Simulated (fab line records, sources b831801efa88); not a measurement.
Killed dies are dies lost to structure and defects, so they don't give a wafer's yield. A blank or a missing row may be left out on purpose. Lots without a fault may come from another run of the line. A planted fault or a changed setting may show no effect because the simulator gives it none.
One fault seen from 2 desks | flow sfq_line | each desk has only its own numbers; what lay behind them comes last

THE METROLOGY DESK
What the gauges read, lot by lot, whatever tool the lot ran on: means of the sampled wafers that have a number. A lot is out of limits, marked OUT, if its mean lies more than 4 standard deviations from the usual mean; the brackets give that distance.
Columns: A = I0_OVL at SFQ_I0_OVL_MEAS_908, usual -2 nm; B = M2_NB_RS at SFQ_M2_RS_MEAS_914, usual 0.889 ohm/sq
lot  | first seen here | A   | B
L331 | day 11 02:19    | -6  | 0.900
L332 | day 11 07:07    | 5   | 0.894
L333 | day 11 09:31    | -1  | 0.872
L338 | day 12 17:57    | -0  | 1.484 (+63) OUT
L341 | day 14 01:31    | 7   | 0.887
L342 | day 14 07:31    | -5  | 0.892
L343 | day 15 01:28    | -12 | 0.875
L346 | day 15 20:37    | 0   | 0.882
L347 | day 16 06:13    | -2  | 0.890
L348 | day 16 11:01    | 1   | 0.893
L349 | day 16 19:25    | -7  | 0.880
L350 | day 17 02:43    | -1  | 0.888
L351 | day 17 09:55    | -5  | 0.885
This desk's finding: out of limits on L338; first on L338, day 20 10:11 (M2_NB_RS at SFQ_M2_RS_MEAS_914). In limits: L331, L332, L333, L341, L342, L343, L346, L347, L348, L349, L350, L351.

THE TOOL OWNER'S DESK: pvd_sputter-04
The tool's own readings at SFQ_TRILAYER_M2_DEP_SPUTTER_055 (material Nb, target thk 200 nm, time 133.3 s): means of the sampled wafers that have a number, for each lot that ran on this tool. A lot is out of limits, marked OUT, if its mean lies more than 4 standard deviations from the usual mean; the brackets give that distance.
Columns: A = throttle_valve_pct at SFQ_TRILAYER_M2_DEP_SPUTTER_055, usual 29.5 %
lot  | first seen here | A
L331 | day 18 09:42    | 28.8
L338 | day 20 10:02    | 29.5
L346 | day 23 07:24    | 29.1
L349 | day 24 15:39    | 29.5
L351 | day 25 08:27    | 28.8
This desk's finding: nothing out of limits on any of the 5 lots.

PUT TOGETHER
The metrology desk could have raised an alarm at day 20 10:11, on L338.
The tool owner's desk saw nothing out of limits.
The tool owner's desk has L338 on record, within its limits.
Of the lots named, all ran SFQ_TRILAYER_M2_DEP_SPUTTER_055 on pvd_sputter-04.

WHAT THE SIMULATOR HAD PUT IN
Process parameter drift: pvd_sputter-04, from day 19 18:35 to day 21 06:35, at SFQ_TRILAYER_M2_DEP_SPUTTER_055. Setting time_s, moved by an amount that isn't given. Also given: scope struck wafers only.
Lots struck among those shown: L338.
Hours from the fault's start to each desk's first reading out of limits: the metrology desk, 16.
